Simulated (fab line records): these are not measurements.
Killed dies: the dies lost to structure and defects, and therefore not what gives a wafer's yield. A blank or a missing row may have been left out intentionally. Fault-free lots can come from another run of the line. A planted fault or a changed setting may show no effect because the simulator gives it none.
A struck lot beside a sound one :: flow sfq line :: 34 out of 325 route steps
Sound: wafers L620.3, L620.4, L620.5. Wafers struck: L618.2, L618.3, L618.5. The cause is given at the end.
For every step that has rows: the tool of each side, followed by ch and its chambers, followed by its first start. Under that, the readings that differ: sound wafers :: struck wafers :: difference of the means :: sigmas: that difference in standard deviations of wafers without a fault.
alike: a reading whose means differ by less than 2 such deviations, as well as words and numbers matching on both sides. not compared: withheld readings; readings where some wafer has no value; bounds like >300 that might hide an equal value; numbers whose values overlap and for which the record gives no deviation.
The two part at a step that has a row with sigmas, a row that says differs or no value, or rows on one side only. Numbers that have no deviation but don't overlap get no sigmas and don't part them. A reading missing from all wafers of one side parts the sides only when that side holds two or more wafers.

first, 6 steps without rows for these wafers: SFQ_TRILAYER_M6_LITHO_COAT_164 (resist thk 62 nm); SFQ_TRILAYER_M6_LITHO_COAT_159 (resist thk 600 nm); SFQ_TRILAYER_M6_LITHO_SOFTBAKE_163; SFQ_TRILAYER_M6_LITHO_EXPOSE_160 (exposes mask M6, target cd 500 nm); SFQ_TRILAYER_M6_LITHO_PEB_162 (peb time 60 s); SFQ_TRILAYER_M6_LITHO_DEVELOP_161 (time 60 s).
SFQ_M6_OVL_MEAS_940:
  sound on overlay-02, day 86 01:29; struck on overlay-02, day 85 18:17
  alike: M6_OVL
SFQ_TRILAYER_M6_BARC_OPEN_METAL_ETCH_206: etches BARC in O2, target depth 125 nm, time 41.7 s.
  sound on rie metal-02 ch 0,1, day 86 01:32; struck on rie metal-01 ch 0, day 85 18:19
  alike: drypump motor current A, oes product au
  not compared: rf hours counter h
SFQ_TRILAYER_M6_ETCH_METAL_ETCH_162: etches Nb in Cl2/Ar, stops on SiO2, target depth 240 nm, time 120 s.
  sound on rie metal-02 ch 0,1, day 86 01:37; struck on rie metal-01 ch 0, day 85 18:22
  alike: drypump motor current A, oes product au
  not compared: rf hours counter h
then, 2 steps without rows for these wafers: SFQ_TRILAYER_M6_STRIP_STRIP_163 (strips in O2); SFQ_TRILAYER_M6_STRIP_SOLV_CLEAN_164 (cleans in NMP, time 600 s).
SFQ_TRILAYER_I6_DEP_PECVD_165: deposits SiO2 from SiH4/N2O, time 111.11 s, target thk 500 nm.
  sound on pecvd-02 ch 0,2, day 86 02:39; struck on pecvd-01 ch 0,1,2, day 85 19:27
  no value came back on the struck wafers for any of 5 readings (chamber pressure Torr (Torr), heater power outer w (W) and others); on the sound wafers chamber pressure Torr (Torr) reads 2.403 2.406 2.389
SFQ_TRILAYER_I6_CMP_CMP_166: polishes SiO2.
  sound on cmp-02 ch 0,1,2, day 86 03:13; struck on cmp-01 ch 0,2,3, day 85 20:31
reading: time to endpoint s (s)
sound: 208 214 220
struck: - - -
difference: no value on the struck wafers
sigmas: 
  alike: motor current A
SFQ_I6_BOW_MEAS_941:
  sound on film metro-04, day 86 05:46; struck on film metro-02, day 85 22:32
  alike: I6_BOW
SFQ_TRILAYER_I6_METRO_MEASURE_167:
  sound on film metro-04, day 86 06:14; struck on film metro-02, day 85 22:50
then, 6 steps without rows for these wafers: SFQ_TRILAYER_I6_VIA_LITHO_COAT_174 (resist thk 62 nm); SFQ_TRILAYER_I6_VIA_LITHO_COAT_169 (resist thk 650 nm); SFQ_TRILAYER_I6_VIA_LITHO_SOFTBAKE_173; SFQ_TRILAYER_I6_VIA_LITHO_EXPOSE_170 (exposes mask I6, target cd 700 nm); SFQ_TRILAYER_I6_VIA_LITHO_PEB_172 (peb time 60 s); SFQ_TRILAYER_I6_VIA_LITHO_DEVELOP_171 (time 60 s).
-- the record jumps here: 3 days lie between the struck wafers' starts before and after --
SFQ_I6_OVL_MEAS_942:
  sound on overlay-01, day 88 23:01; struck on overlay-01, day 88 19:25
  alike: I6_OVL
SFQ_TRILAYER_I6_VIA_BARC_OPEN_VIA_ETCH_235: etches BARC in O2, target depth 125 nm, time 41.7 s.
  sound on rie diel-04 ch 0,1,3, day 88 23:03; struck on rie diel-04 ch 1,2,3, day 88 19:27
  alike: drypump motor current A, oes product au
  not compared: rf hours counter h
SFQ_TRILAYER_I6_VIA_ETCH_VIA_ETCH_172: etches SiO2 in CHF3, stops on Nb, target depth 260 nm.
  sound on rie diel-04 ch 0,1,3, day 88 23:05; struck on rie diel-04 ch 1,2,3, day 88 19:29
reading: oes product au (a.u.)
sound: 0.856 0.862 0.850
struck: 0.377 0.371 0.372
difference: -0.483
sigmas: -99

reading: model.etch.depth nm (nm)
sound: 199.8 200.3 200.8
struck: 0 0 0
difference: -200
sigmas: 
  alike: drypump motor current A
SFQ_TRILAYER_I6_VIA_STRIP_STRIP_173: strips in O2.
  sound on rie metal-03 ch 0,1, day 88 23:24; struck on rie metal-01 ch 0, day 88 19:36
  alike: drypump motor current A, oes product au
  not compared: rf hours counter h
then, 3 steps without rows for these wafers: SFQ_TRILAYER_I6_VIA_STRIP_SOLV_CLEAN_174 (cleans in NMP, time 600 s); SFQ_TRILAYER_M7_DEP_PRE_CLEAN_176 (time 22.5 s); SFQ_TRILAYER_M7_DEP_SPUTTER_175 (material Nb, target thk 200 nm, time 133.3 s).
SFQ_M7_RS_MEAS_943: a four-point-probe measurement.
  sound on film metro-02, day 89 00:08; struck on film metro-02, day 88 20:31
  alike: M7_NB_RS
then, 3 steps without rows for these wafers: SFQ_TRILAYER_M7_LITHO_COAT_182 (resist thk 62 nm); SFQ_TRILAYER_M7_LITHO_COAT_177 (resist thk 600 nm); SFQ_TRILAYER_M7_LITHO_SOFTBAKE_181.
-- the record jumps here: 3 days lie between the struck wafers' starts before and after --
SFQ_TRILAYER_M7_LITHO_EXPOSE_178: exposes mask M7, target cd 500 nm.
  sound on krf scanner-02 ch 0, day 91 19:38; struck on krf scanner-02, day 91 12:14
  no value came back on the struck wafers for exposure dose mJ cm2, focus offset nm (nm); on the sound wafers exposure dose mJ cm2 reads 14.425 14.419 14.416
  alike: mask
then, 1 step without rows for these wafers: SFQ_TRILAYER_M7_LITHO_PEB_180 (peb time 60 s).

== WHERE THEY PART ==
Earliest at SFQ_TRILAYER_I6_DEP_PECVD_165; latest, in this record, at SFQ_TRILAYER_M7_LITHO_EXPOSE_178.

WHY: what the simulator had put in
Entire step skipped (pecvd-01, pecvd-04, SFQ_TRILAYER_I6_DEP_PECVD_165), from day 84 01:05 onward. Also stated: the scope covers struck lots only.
